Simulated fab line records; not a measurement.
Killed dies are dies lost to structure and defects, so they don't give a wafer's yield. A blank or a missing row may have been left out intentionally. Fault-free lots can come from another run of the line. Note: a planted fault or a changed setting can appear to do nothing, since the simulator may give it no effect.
fab line records	flow sky130
record: lots: 12	wafers: 36	last_day: 50
route steps=708 shown VT_ADJUST_HVTR@142 SONOS_ONO@182 GATE_OXIDE@198 PAD_OPEN@708
lots that met no fault: taken from a fault-free run of the same line
start_h: hours from the record's first day to the start of the lot's first wafer shown	wait_h: how many hours have passed since the lot's step before this one	" repeats the value in the row above	L1.1+2: several wafers, shown together as one row	- no value present, or no start provided	* or withheld: withheld	< > ~ a bound
route shown NAME@n: NAME is a module with steps in the file, n the number in the route of the first one	usual: average and standard deviation across the fault-free wafers	same: alike in all rows	chamber/n: place in a boat	sites: each site's reading	_std_site: their standard deviation	_edge_site: the outer-site mean with the inner-site mean subtracted	radius_mm: for every site, how far away it sits from the centre of the wafer	mask NAME#n: copy n	behind: the tool/chamber that last shaped the wafer	hold: the reason the lot was held/the length of the hold in hours/how it ended	device: whichever transistor did not switch (one of n, p or np)	end of line: at the end of the route, the tests of the same wafers	a step given without rows: its recipe and nothing more	killed: count of dies lost to structure and defects at first sort (not the wafer's yield)	map: dies across one wafer; x = killed, . = not, _ = none there
set.NAME: the setting as run; set.NAME@STEP: as run at that earlier step	model.NAME: the simulator's own value behind a step, which no gauge read
route steps across a sampled set of lots; one table per step, one row per wafer
services: a tool's chamber out of use, with start hour (start_h, from the record's first day; less than 0 if before it), hours out, and reason
== steps ==
step: SKY_VT_ADJUST_HVTR_TW_MEAS_11
usual: VT_ADJUST_HVTR_TW: 210.0/2.3
lot.wafer	tool	chamber	start_h	wait_h	VT_ADJUST_HVTR_TW
L432.2	film_metro-01	-	213.10	0.1	210.9
L432.3	"	-	"	"	210.2
L432.4	"	-	"	"	209.9
L434.1	film_metro-02	-	215.94	0.1	212.1
L434.3	"	-	"	"	212.9
L434.5	"	-	"	"	212.2
L435.2	film_metro-01	-	230.25	0.1	207.0
L435.4	"	-	"	"	208.3
L435.5	"	-	"	"	208.1
L438.3	film_metro-01	-	255.76	0.1	208.6
L438.5	"	-	"	"	208.2
L438.6	"	-	"	"	208.2
L440.3	film_metro-02	-	259.04	0.1	211.8
L440.5	"	-	"	"	211.1
L440.6	"	-	"	"	211.7
L439.1	film_metro-04	-	260.89	0.1	207.7
L439.4	"	-	"	"	206.5
L439.5	"	-	"	"	208.4
L442.1	film_metro-01	-	279.07	0.1	210.2
L442.2	"	-	"	"	209.2
L442.6	"	-	"	"	209.4
L444.1	film_metro-02	-	285.99	0.1	211.7
L444.5	"	-	"	"	213.9
L444.6	"	-	"	"	212.7
L445.1	film_metro-02	-	304.54	0.1	212.6
L445.3	"	-	"	"	212.0
L445.6	"	-	"	"	213.3
L448.2	film_metro-02	-	327.50	0.1	213.0
L448.3	"	-	"	"	214.6
L448.4	"	-	"	"	214.0
L449.1	film_metro-01	-	332.42	0.1	208.8
L449.3	"	-	"	"	208.8
L449.6	"	-	"	"	208.5
L454.3	film_metro-04	-	362.14	0.1	207.0
L454.4	"	-	"	"	208.1
L454.5	"	-	"	"	207.2
step: SKY_SONOS_ONO_OVL_MEAS_14
usual: SONOS_ONO_OVL: -0.2/1.2
lot.wafer	tool	chamber	start_h	wait_h	SONOS_ONO_OVL[nm]
L432.2	overlay-01	-	284.81	0.1	-0.2
L432.3	"	-	"	"	0.6
L432.4	"	-	"	"	-1.1
L434.1	overlay-01	-	294.80	0.1	-3.4
L434.3	"	-	"	"	-2.1
L434.5	"	-	"	"	-0.6
L435.2	overlay-01	-	305.96	0.1	0.2
L435.4	"	-	"	"	-0.2
L435.5	"	-	"	"	-1.9
L438.3	overlay-01	-	338.87	0.1	0.4
L438.5	"	-	"	"	0.9
L438.6	"	-	"	"	-0.7
L440.3	overlay-02	-	339.82	0.1	-3.1
L440.5	"	-	"	"	-1.0
L440.6	"	-	"	"	-1.2
L439.1	overlay-02	-	344.00	0.1	-2.0
L439.4	"	-	"	"	-2.9
L439.5	"	-	"	"	-1.1
L442.1	overlay-02	-	365.11	0.1	-0.7
L442.2	"	-	"	"	-1.4
L442.6	"	-	"	"	0.7
L444.1	overlay-01	-	371.21	0.1	-0.9
L444.5	"	-	"	"	0.5
L444.6	"	-	"	"	0.5
L445.1	overlay-01	-	391.40	0.1	0.2
L445.3	"	-	"	"	1.5
L445.6	"	-	"	"	-0.3
L448.2	overlay-02	-	416.51	0.1	0.2
L448.3	"	-	"	"	0.4
L448.4	"	-	"	"	-0.8
L449.1	overlay-01	-	420.70	0.1	3.1
L449.3	"	-	"	"	-0.6
L449.6	"	-	"	"	1.4
L454.3	overlay-02	-	458.26	0.1	0.2
L454.4	"	-	"	"	-0.9
L454.5	"	-	"	"	-0.7
step: SKY_SONOS_ONO_ETCH_15
recipe: target_depth_nm: 19.52	chemistry: CHF3/O2	source_w: 600	bias_w: 200	pressure_mtorr: 40	chf3_flow_sccm: 50	O2_flow_sccm: 5	time_s: 7.8
usual: chamber_pressure_mTorr: 40.01/0.088	drypump_motor_current_A: 5.9/0.53	oes_product_au: 0.997/0.013	throttle_valve_pct: 8.824/0.01
same: time_s: 7.8
lot.wafer	tool	chamber	start_h	wait_h	chamber_pressure_mTorr	drypump_motor_current_A	oes_product_au	rf_hours_counter_h	throttle_valve_pct
L432.2	rie_diel-04	3	284.84	0.0	40.01	6.1	0.984	105	8.809
L432.3	"	2	"	"	40.02	6.4	1.001	127	8.822
L432.4	"	1	"	"	40.03	6.2	0.993	130	8.827
L434.1	rie_diel-03	3	294.84	0.0	40.07	6.6	1.006	45	8.838
L434.3	"	1	"	"	39.99	5.5	0.987	51	8.842
L434.5	"	1	"	"	39.90	5.6	0.995	-	8.818
L435.2	rie_diel-02	3	305.99	0.0	40.02	4.9	0.989	97	8.811
L435.4	"	2	"	"	39.91	6.3	1.021	61	8.832
L435.5	"	3	"	"	40.00	4.9	0.986	-	8.821
L438.3	rie_diel-02	2	338.89	0.0	39.99	6.3	1.022	62	8.817
L438.5	"	0	"	"	39.95	5.9	1.008	-	8.825
L438.6	"	1	"	"	39.99	6.2	1.004	-	8.822
L440.3	rie_diel-04	1	339.84	0.0	40.00	6.3	0.987	0	8.828
L440.5	"	3	"	"	40.04	6.1	0.969	-	8.830
L440.6	"	2	"	"	40.01	6.4	0.979	-	8.825
L439.1	rie_diel-03	2	344.04	0.0	39.97	5.5	0.992	9	8.831
L439.4	"	3	"	"	39.97	6.6	0.986	46	8.805
L439.5	"	2	"	"	39.95	5.5	0.993	-	8.828
L442.1	rie_diel-02	2	365.14	0.0	40.00	6.4	1.016	62	8.836
L442.2	"	1	"	"	40.03	6.1	0.996	25	8.810
L442.6	"	3	"	"	39.95	4.8	0.988	-	8.830
L444.1	rie_diel-02	2	371.24	0.0	39.95	6.4	1.019	63	8.831
L444.5	"	2	"	"	40.00	6.4	1.014	-	8.855
L444.6	"	1	"	"	39.95	6.1	1.000	-	8.832
L445.1	rie_diel-02	1	391.44	0.0	40.03	6.2	0.992	26	8.836
L445.3	"	3	"	"	40.01	4.8	0.985	98	8.809
L445.6	"	2	"	"	39.99	6.3	1.011	-	8.819
L448.2	rie_diel-02	1	416.54	0.0	39.99	6.1	0.995	26	8.829
L448.3	"	3	"	"	40.01	4.8	1.001	99	8.814
L448.4	"	0	"	"	39.99	5.9	1.010	11	8.827
L449.1	rie_diel-02	3	420.74	0.0	40.00	4.8	1.002	99	8.841
L449.3	"	0	"	"	40.00	5.9	0.998	11	8.837
L449.6	"	1	"	"	39.99	6.1	1.006	-	8.826
L454.3	rie_diel-04	0	458.29	0.0	39.93	5.0	1.006	88	8.831
L454.4	"	1	"	"	40.01	6.2	1.001	3	8.812
L454.5	"	3	"	"	39.99	6.1	0.982	-	8.820
step: SKY_GATE_OXIDE_IMPLANT_11
recipe: species: B	energy_kev: 10	dose_cm2: 2.6e+12	tilt_deg: withheld
usual: dose_ions_cm2: 2.6007e+12/2.9e+09	faraday_current_uA: 14.6/0.31
same: implant_ion_amu: 11
lot.wafer	tool	chamber	start_h	wait_h	dose_ions_cm2	faraday_current_uA
L432.2	implanter-04	0	311.64	0.0	2.5972e+12	14.9
L432.3	"	0	"	"	2.6005e+12	14.1
L432.4	"	0	"	"	2.6065e+12	14.4
L434.1	implanter-02	0	323.67	0.0	2.5968e+12	14.7
L434.3	"	0	"	"	2.6023e+12	14.9
L434.5	"	0	"	"	2.6011e+12	14.2
L435.2	implanter-02	0	334.39	0.0	2.5988e+12	14.9
L435.4	"	0	"	"	2.602e+12	15.3
L435.5	"	0	"	"	2.6027e+12	14.4
L438.3	implanter-02	0	369.70	0.1	2.6033e+12	15.1
L438.5	"	0	"	"	2.5973e+12	14.2
L438.6	"	0	"	"	2.5972e+12	14.3
L440.3	implanter-04	0	370.00	0.1	2.5985e+12	14.6
L440.5	"	0	"	"	2.6015e+12	14.6
L440.6	"	0	"	"	2.5995e+12	14.7
L439.1	implanter-04	0	373.75	0.0	2.5987e+12	14.3
L439.4	"	0	"	"	2.6032e+12	14.5
L439.5	"	0	"	"	2.5991e+12	14.3
L442.1	implanter-04	0	396.80	0.0	2.6013e+12	14.8
L442.2	"	0	"	"	2.6078e+12	14.4
L442.6	"	0	"	"	2.6048e+12	14.8
L444.1	implanter-03	0	402.02	0.0	2.6039e+12	14.4
L444.5	"	0	"	"	2.603e+12	14.7
L444.6	"	0	"	"	2.6012e+12	13.9
L445.1	implanter-02	0	422.40	0.0	2.6014e+12	14.2
L445.3	"	0	"	"	2.5975e+12	14.6
L445.6	"	0	"	"	2.5973e+12	14.4
L448.2	implanter-02	0	451.09	0.0	3.425e+12	19.0
L448.3	"	0	"	"	3.4256e+12	19.6
L448.4	"	0	"	"	3.4283e+12	18.9
L449.1	implanter-02	0	455.70	0.0	3.4298e+12	18.4
L449.3	"	0	"	"	3.4286e+12	19.3
L449.6	"	0	"	"	3.4289e+12	19.3
L454.3	implanter-04	0	491.72	0.1	2.5958e+12	14.5
L454.4	"	0	"	"	2.5983e+12	14.4
L454.5	"	0	"	"	2.5994e+12	14.9
step: SKY_GATE_OXIDE_TW_MEAS_14
usual: GATE_OXIDE_TW: 222.0/2.3
lot.wafer	tool	chamber	start_h	wait_h	hold	GATE_OXIDE_TW
L432.2	film_metro-01	-	311.98	0.1	-	222.9
L432.3	"	-	"	"	-	222.3
L432.4	"	-	"	"	-	222.4
L434.1	film_metro-04	-	324.02	0.1	-	219.3
L434.3	"	-	"	"	-	219.4
L434.5	"	-	"	"	-	220.1
L435.2	film_metro-04	-	334.73	0.1	-	219.6
L435.4	"	-	"	"	-	219.7
L435.5	"	-	"	"	-	219.9
L438.3	film_metro-01	-	370.02	0.1	-	221.4
L438.5	"	-	"	"	-	221.0
L438.6	"	-	"	"	-	222.4
L440.3	film_metro-02	-	370.34	0.1	-	228.1
L440.5	"	-	"	"	-	227.1
L440.6	"	-	"	"	-	227.9
L439.1	film_metro-02	-	374.10	0.1	-	226.2
L439.4	"	-	"	"	-	225.0
L439.5	"	-	"	"	-	226.8
L442.1	film_metro-04	-	397.15	0.1	-	219.0
L442.2	"	-	"	"	-	219.9
L442.6	"	-	"	"	-	221.0
L444.1	film_metro-04	-	402.38	0.1	-	220.0
L444.5	"	-	"	"	-	220.5
L444.6	"	-	"	"	-	221.5
L445.1	film_metro-04	-	422.76	0.1	-	219.3
L445.3	"	-	"	"	-	220.3
L445.6	"	-	"	"	-	219.1
L448.2	film_metro-04	-	451.43	0.1	await_dispo/0.2h/release	239.3
L448.3	"	-	"	"	await_dispo/0.2h/release	239.9
L448.4	"	-	"	"	await_dispo/0.2h/release	239.8
L448.2	film_metro-04	-	451.65	0.2	-	237.9
L448.3	"	-	"	"	-	239.8
L448.4	"	-	"	"	-	239.2
L449.1	film_metro-01	-	456.05	0.1	await_dispo/0.2h/release	240.2
L449.3	"	-	"	"	await_dispo/0.2h/release	239.9
L449.6	"	-	"	"	await_dispo/0.2h/release	239.5
L449.1	film_metro-01	-	456.28	0.2	-	239.6
L449.3	"	-	"	"	-	239.9
L449.6	"	-	"	"	-	239.0
L454.3	film_metro-04	-	492.06	0.1	-	221.9
L454.4	"	-	"	"	-	222.4
L454.5	"	-	"	"	-	222.0
step: SKY_PAD_OPEN_PROBE_99
usual: killed_at_M0_to_M3: 43/6.3	killed_at_M4_up: 3.3/1.7	killed_at_contacts: 24/5.4	killed_at_front_end: 16/4.6	killed_at_other: 0.4/0.7	killed_dies: 87/9.4	killed_open: 47/6.9	killed_short: 39/6.1
same: gross_dies: 492	killed_at_back_side: 0
lot.wafer	tool	chamber	start_h	wait_h	hold	killed_at_M0_to_M3	killed_at_M4_up	killed_at_contacts	killed_at_front_end	killed_at_other	killed_dies	killed_open	killed_short
L432.2	prober-01	-	1083.70	0.1	-	43	5	17	15	1	81	45	36
L432.3	prober-01	-	1083.75	0.2	-	44	2	22	20	0	88	48	40
L432.4	prober-01	-	1083.80	0.2	-	40	2	33	12	0	87	48	39
L434.1	prober-01	-	1091.31	0.1	-	49	4	21	15	0	89	52	35
L434.3	prober-01	-	1091.41	0.2	-	50	5	21	17	0	93	60	33
L434.5	prober-01	-	1091.51	0.2	-	44	5	38	18	0	105	55	48
L435.2	prober-02	-	1096.33	0.1	-	52	7	20	12	2	93	59	34
L435.4	prober-02	-	1096.43	0.2	-	49	4	28	21	1	103	52	50
L435.5	prober-02	-	1096.48	0.2	-	34	1	27	14	0	76	38	35
L438.3	prober-01	-	1119.56	0.2	-	42	3	31	11	0	87	52	35
L438.5	prober-01	-	1119.66	0.2	-	48	3	21	14	1	87	43	43
L438.6	prober-01	-	1119.71	0.2	-	39	2	23	13	0	77	41	36
L440.3	prober-02	-	1124.05	0.2	-	50	4	22	16	0	92	43	48
L440.5	prober-02	-	1124.15	0.2	-	46	2	22	19	0	89	47	41
L440.6	prober-02	-	1124.20	0.2	-	56	3	19	13	0	91	47	43
L439.1	prober-01	-	1124.44	0.1	-	43	4	22	13	0	82	45	37
L439.4	prober-01	-	1124.59	0.2	-	52	2	21	17	0	92	53	38
L439.5	prober-01	-	1124.64	0.2	-	43	2	21	16	0	82	40	42
L442.1	prober-02	-	1140.31	0.1	-	42	1	22	24	1	90	49	40
L442.2	prober-02	-	1140.36	0.1	-	40	2	28	22	2	94	56	37
L442.6	prober-02	-	1140.56	0.2	-	43	4	28	13	2	90	44	43
L444.1	prober-01	-	1144.28	0.1	-	50	3	20	19	0	92	52	40
L444.5	prober-01	-	1144.48	0.2	-	41	7	15	21	0	84	40	44
L444.6	prober-01	-	1144.53	0.2	-	43	1	23	19	1	87	47	40
L445.1	prober-02	-	1156.85	0.1	-	49	3	16	13	0	81	36	42
L445.3	prober-02	-	1156.95	0.2	-	57	2	18	11	0	88	51	34
L445.6	prober-02	-	1157.10	0.2	-	56	3	18	13	0	90	56	31
L448.2	prober-01	-	1171.20	0.1	await_dispo/2.1h/release	45	5	27	15	0	92	60	32
L448.3	prober-01	-	1171.25	0.2	await_dispo/2.1h/release	37	1	21	11	0	70	44	26
L448.4	prober-01	-	1171.30	0.2	await_dispo/2.1h/release	43	1	21	23	0	88	39	49
L449.1	prober-02	-	1172.20	0.1	await_dispo/1.6h/release	36	4	25	10	0	75	48	27
L449.3	prober-02	-	1172.30	0.2	await_dispo/1.6h/release	48	3	29	14	0	94	47	47
L449.6	prober-02	-	1172.45	0.2	await_dispo/1.6h/release	45	4	22	12	0	83	46	37
L454.3	prober-01	-	1192.78	0.2	-	31	3	18	16	1	69	32	37
L454.4	prober-01	-	1192.83	0.2	-	51	0	25	23	0	99	51	48
L454.5	prober-01	-	1192.88	0.2	-	43	5	32	26	0	106	60	46
killed by level:class
L432.2 VIA1:geometric_particle:open=15 METAL1:geometric_particle:short=7 CONTACT:geometric_particle:open=6 VIA3:geometric_particle:open=6 FIELD_ISO:geometric_particle:open=5 VIA1:geometric_particle:short=5 LI_CONTACT:geometric_particle:open=4 METAL4:geometric_particle:short=4
L432.3 VIA1:geometric_particle:open=13 VIA1:geometric_particle:short=8 FIELD_ISO:geometric_particle:open=7 FIELD_ISO:geometric_particle:short=6 LI_CONTACT:geometric_particle:open=6 CONTACT:geometric_particle:open=6 VIA2:geometric_particle:open=6 LOCAL_INTERCONNECT:geometric_particle:short=5
L432.4 CONTACT:geometric_particle:open=12 LI_CONTACT:geometric_particle:open=11 METAL2:geometric_particle:short=8 VIA1:geometric_particle:open=8 VIA1:geometric_particle:short=7 VIA2:geometric_particle:open=6 CONTACT:geometric_particle:short=5 VIA2:geometric_particle:short=3
L434.1 CONTACT:geometric_particle:open=12 VIA2:geometric_particle:open=11 METAL1:geometric_particle:short=8 VIA1:geometric_particle:open=8 VIA3:geometric_particle:open=7 FIELD_ISO:geometric_particle:open=5 LI_CONTACT:geometric_particle:open=5 FIELD_ISO:geometric_particle:short=4
L434.3 VIA1:geometric_particle:open=11 VIA3:geometric_particle:open=10 VIA2:geometric_particle:open=9 LI_CONTACT:geometric_particle:open=9 CONTACT:geometric_particle:open=8 FIELD_ISO:geometric_particle:short=5 POLY_GATE:geometric_particle:short=4 METAL1:geometric_particle:short=4
L434.5 CONTACT:geometric_particle:open=13 CONTACT:geometric_particle:short=12 VIA2:geometric_particle:open=11 VIA1:geometric_particle:open=9 METAL1:geometric_particle:short=7 LI_CONTACT:geometric_particle:open=6 FIELD_ISO:geometric_particle:short=5 METAL4:geometric_particle:short=5
L435.2 VIA1:geometric_particle:open=14 VIA3:geometric_particle:open=9 VIA2:geometric_particle:open=9 CONTACT:geometric_particle:open=7 METAL2:geometric_particle:short=7 FIELD_ISO:geometric_particle:open=6 LI_CONTACT:geometric_particle:open=6 METAL1:geometric_particle:short=6
L435.4 VIA1:geometric_particle:open=13 CONTACT:geometric_particle:open=9 VIA2:geometric_particle:open=9 METAL1:geometric_particle:short=6 VIA2:geometric_particle:short=6 LOCAL_INTERCONNECT:geometric_particle:short=5 CONTACT:geometric_particle:short=5 POLY_GATE:geometric_particle:short=4
L435.5 CONTACT:geometric_particle:open=8 VIA2:geometric_particle:open=8 LI_CONTACT:geometric_particle:open=7 POLY_GATE:geometric_particle:short=6 CONTACT:geometric_particle:short=6 VIA1:geometric_particle:open=6 METAL1:geometric_particle:short=4 VIA1:geometric_particle:short=4
L438.3 CONTACT:geometric_particle:open=15 VIA1:geometric_particle:open=9 VIA1:geometric_particle:short=7 VIA3:geometric_particle:open=6 LI_CONTACT:geometric_particle:open=6 FIELD_ISO:geometric_particle:open=5 LOCAL_INTERCONNECT:geometric_particle:short=5 METAL2:geometric_particle:short=4
L438.5 VIA3:geometric_particle:open=11 VIA1:geometric_particle:open=9 FIELD_ISO:geometric_particle:open=6 METAL2:geometric_particle:short=6 CONTACT:geometric_particle:short=5 CONTACT:geometric_particle:open=5 METAL3:geometric_particle:short=4 LI_CONTACT:geometric_particle:short=4
L438.6 VIA1:geometric_particle:open=15 CONTACT:geometric_particle:open=9 VIA1:geometric_particle:short=6 CONTACT:geometric_particle:short=6 FIELD_ISO:geometric_particle:open=4 METAL1:geometric_particle:short=4 VIA2:geometric_particle:open=4 POLY_GATE:geometric_particle:short=4
L440.3 VIA1:geometric_particle:open=11 VIA2:geometric_particle:short=8 CONTACT:geometric_particle:open=7 METAL1:geometric_particle:short=7 VIA1:geometric_particle:short=6 VIA2:geometric_particle:open=6 FIELD_ISO:geometric_particle:open=5 CONTACT:geometric_particle:short=5
L440.5 VIA1:geometric_particle:open=14 VIA2:geometric_particle:open=9 CONTACT:geometric_particle:open=9 FIELD_ISO:geometric_particle:short=6 CONTACT:geometric_particle:short=6 METAL1:geometric_particle:short=6 SPACER:geometric_particle:short=4 VIA1:geometric_particle:short=4
L440.6 VIA1:geometric_particle:open=13 VIA2:geometric_particle:open=11 CONTACT:geometric_particle:short=6 VIA3:geometric_particle:open=6 VIA3:geometric_particle:short=6 LOCAL_INTERCONNECT:geometric_particle:short=5 FIELD_ISO:geometric_particle:short=4 LI_CONTACT:geometric_particle:open=4
L439.1 LI_CONTACT:geometric_particle:open=8 VIA2:geometric_particle:open=8 CONTACT:geometric_particle:open=7 VIA3:geometric_particle:open=6 VIA2:geometric_particle:short=6 METAL1:geometric_particle:short=5 VIA1:geometric_particle:short=5 VIA1:geometric_particle:open=4
L439.4 VIA1:geometric_particle:open=15 VIA2:geometric_particle:open=8 LI_CONTACT:geometric_particle:open=6 VIA3:geometric_particle:open=6 FIELD_ISO:geometric_particle:open=5 CONTACT:geometric_particle:open=5 METAL1:geometric_particle:short=5 METAL3:geometric_particle:short=5
L439.5 CONTACT:geometric_particle:open=7 VIA1:geometric_particle:open=7 VIA2:geometric_particle:open=6 METAL3:geometric_particle:short=6 FIELD_ISO:geometric_particle:short=5 LI_CONTACT:geometric_particle:open=5 CONTACT:geometric_particle:short=5 SPACER:geometric_particle:short=4
L442.1 VIA1:geometric_particle:open=11 CONTACT:geometric_particle:open=8 POLY_GATE:geometric_particle:short=7 FIELD_ISO:geometric_particle:open=6 LI_CONTACT:geometric_particle:open=6 METAL1:geometric_particle:short=6 VIA2:geometric_particle:open=6 VIA3:geometric_particle:open=6
L442.2 VIA2:geometric_particle:open=11 LI_CONTACT:geometric_particle:open=10 VIA3:geometric_particle:open=9 CONTACT:geometric_particle:open=8 VIA1:geometric_particle:open=8 FIELD_ISO:geometric_particle:short=5 POLY_GATE:geometric_particle:short=5 POLY_GATE:geometric_particle:open=4
L442.6 CONTACT:geometric_particle:open=11 LOCAL_INTERCONNECT:geometric_particle:short=7 LI_CONTACT:geometric_particle:open=7 VIA1:geometric_particle:short=7 VIA2:geometric_particle:open=7 VIA1:geometric_particle:open=6 FIELD_ISO:geometric_particle:open=5 VIA3:geometric_particle:short=4
L444.1 VIA1:geometric_particle:open=12 METAL2:geometric_particle:short=9 CONTACT:geometric_particle:open=8 VIA2:geometric_particle:open=8 VIA3:geometric_particle:open=6 FIELD_ISO:geometric_particle:short=5 POLY_GATE:geometric_particle:open=5 LI_CONTACT:geometric_particle:open=5
L444.5 METAL1:geometric_particle:short=8 VIA1:geometric_particle:open=7 POLY_GATE:geometric_particle:short=6 VIA1:geometric_particle:short=6 METAL2:geometric_particle:short=6 VIA3:geometric_particle:open=5 LI_CONTACT:geometric_particle:open=5 CONTACT:geometric_particle:open=5
L444.6 CONTACT:geometric_particle:open=11 VIA1:geometric_particle:open=7 FIELD_ISO:geometric_particle:open=7 VIA3:geometric_particle:open=7 METAL2:geometric_particle:short=7 FIELD_ISO:geometric_particle:short=5 POLY_GATE:geometric_particle:open=5 METAL1:geometric_particle:short=5
L445.1 VIA1:geometric_particle:short=8 VIA3:geometric_particle:open=8 VIA1:geometric_particle:open=6 METAL2:geometric_particle:short=6 LI_CONTACT:geometric_particle:open=5 CONTACT:geometric_particle:open=5 VIA2:geometric_particle:open=5 METAL3:geometric_particle:short=5
L445.3 VIA1:geometric_particle:open=17 VIA3:geometric_particle:open=12 CONTACT:geometric_particle:open=9 VIA1:geometric_particle:short=8 VIA2:geometric_particle:open=6 CONTACT:geometric_particle:short=5 VIA3:geometric_particle:short=5 POLY_GATE:coat_microbubble_printed=3
L445.6 VIA3:geometric_particle:open=14 VIA1:geometric_particle:open=11 VIA2:geometric_particle:open=10 CONTACT:geometric_particle:open=8 METAL2:geometric_particle:short=5 METAL1:geometric_particle:short=4 POLY_GATE:geometric_particle:open=3 LI_CONTACT:geometric_particle:open=3
L448.2 LI_CONTACT:geometric_particle:open=11 VIA1:geometric_particle:open=11 VIA2:geometric_particle:open=8 CONTACT:geometric_particle:open=7 VIA3:geometric_particle:open=7 LOCAL_INTERCONNECT:geometric_particle:short=5 METAL2:geometric_particle:short=4 METAL2:geometric_particle:open=4
L448.3 VIA1:geometric_particle:open=11 CONTACT:geometric_particle:open=7 METAL1:geometric_particle:short=6 VIA3:geometric_particle:open=6 LI_CONTACT:geometric_particle:open=4 CONTACT:geometric_particle:short=4 VIA1:geometric_particle:short=4 POLY_GATE:geometric_particle:open=3
L448.4 VIA1:geometric_particle:open=10 METAL2:geometric_particle:short=9 CONTACT:geometric_particle:short=7 VIA2:geometric_particle:open=6 POLY_GATE:geometric_particle:open=5 METAL1:geometric_particle:short=5 FIELD_ISO:geometric_particle:short=4 CONTACT:geometric_particle:open=4
L449.1 CONTACT:geometric_particle:open=12 VIA1:geometric_particle:open=11 METAL2:geometric_particle:short=8 VIA3:geometric_particle:open=6 LI_CONTACT:geometric_particle:open=5 CONTACT:geometric_particle:short=4 VIA2:geometric_particle:open=4 FIELD_ISO:geometric_particle:short=2
L449.3 VIA1:geometric_particle:open=10 LI_CONTACT:geometric_particle:short=7 CONTACT:geometric_particle:short=7 CONTACT:geometric_particle:open=7 METAL2:geometric_particle:short=7 VIA3:geometric_particle:open=7 LI_CONTACT:geometric_particle:open=4 LOCAL_INTERCONNECT:geometric_particle:short=4
L449.6 VIA1:geometric_particle:open=9 VIA3:geometric_particle:open=8 CONTACT:geometric_particle:open=7 VIA1:geometric_particle:short=6 LI_CONTACT:geometric_particle:open=5 VIA2:geometric_particle:short=5 VIA2:geometric_particle:open=5 FIELD_ISO:geometric_particle:short=4
L454.3 VIA1:geometric_particle:open=7 VIA3:geometric_particle:open=6 FIELD_ISO:geometric_particle:open=5 POLY_GATE:geometric_particle:short=5 LOCAL_INTERCONNECT:geometric_particle:short=5 CONTACT:geometric_particle:open=5 VIA1:geometric_particle:short=5 CONTACT:geometric_particle:short=4
L454.4 CONTACT:geometric_particle:open=9 VIA1:geometric_particle:open=9 POLY_GATE:geometric_particle:open=8 VIA1:geometric_particle:short=7 METAL1:geometric_particle:short=6 METAL2:geometric_particle:short=6 VIA2:geometric_particle:short=5 LI_CONTACT:geometric_particle:open=5
L454.5 VIA1:geometric_particle:open=11 LI_CONTACT:geometric_particle:open=9 CONTACT:geometric_particle:open=8 VIA2:geometric_particle:open=7 FIELD_ISO:geometric_particle:open=6 FIELD_ISO:geometric_particle:short=5 POLY_GATE:geometric_particle:short=5 LOCAL_INTERCONNECT:geometric_particle:short=5
== services ==
tool	chamber	start_h	hours	kind
rie_diel-03	-	293.24	0.5	repair
rie_diel-04	1	295.98	-	clean
rie_diel-04	1	295.98	17.4	scheduled_down
rie_diel-04	1	295.98	17.4	vent_cycle
implanter-04	-	298.75	5.0	pm
rie_diel-02	3	306.25	2.9	repair
rie_diel-04	2	313.39	-	clean
rie_diel-04	2	313.39	18.9	scheduled_down
rie_diel-04	2	313.39	18.9	vent_cycle
implanter-04	-	345.51	3.1	repair
rie_diel-02	2	368.11	1.2	repair
implanter-04	-	380.09	3.0	pm
rie_diel-03	2	385.65	5.3	repair
rie_diel-02	-	387.20	2.8	pm
rie_diel-04	-	420.32	1.1	repair
rie_diel-02	3	446.82	-	clean
rie_diel-02	3	446.82	15.0	scheduled_down
rie_diel-02	3	446.82	15.0	vent_cycle
rie_diel-02	0	464.22	7.0	repair
rie_diel-03	3	466.89	2.0	repair
implanter-02	-	473.63	5.8	pm
rie_diel-04	1	476.15	8.2	repair
implanter-03	-	479.41	6.7	repair
implanter-03	-	486.13	6.8	pm
== key ==
first_sign: step: SKY_GATE_OXIDE_IMPLANT_11	reading: dose_ions_cm2	direction: up	sigmas: 99+	usual: *	struck: *
effect: step: SKY_GATE_OXIDE_IMPLANT_11	reading: faraday_current_uA	direction: up	sigmas: 14	usual: 14.6	struck: 19.1
effect: step: SKY_GATE_OXIDE_TW_MEAS_14	reading: visit	direction: added
effect: step: SKY_GATE_OXIDE_TW_MEAS_14	reading: GATE_OXIDE_TW	direction: up	sigmas: 7.8	usual: 222.0	struck: 239.8
effect: step: SKY_PAD_OPEN_PROBE_99	reading: hold	direction: added
met_at SKY_GATE_OXIDE_IMPLANT_11
struck_lots L448,L449
tester_left_out L448,L449
not_acting_at SKY_VT_ADJUST_HVTR_TW_MEAS_11,SKY_SONOS_ONO_OVL_MEAS_14,SKY_SONOS_ONO_ETCH_15
onset_between 422.40 451.09
fault: kind: process_parameter_drift	tool: implanter-02	chamber: -	onset_h: 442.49	steps: SKY_GATE_OXIDE_IMPLANT_11	channel: dose_cm2	offset: *	shape: step	end_h: 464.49	acts_in: *	stated: *
tester_left_out: of these lots the tester's yield and bins aren't shown, on N5 and GAA mostly nor the transistor test; their killed dies are dies lost to structure and defects alone, not to doping, threshold or leakage, so they don't give the yield
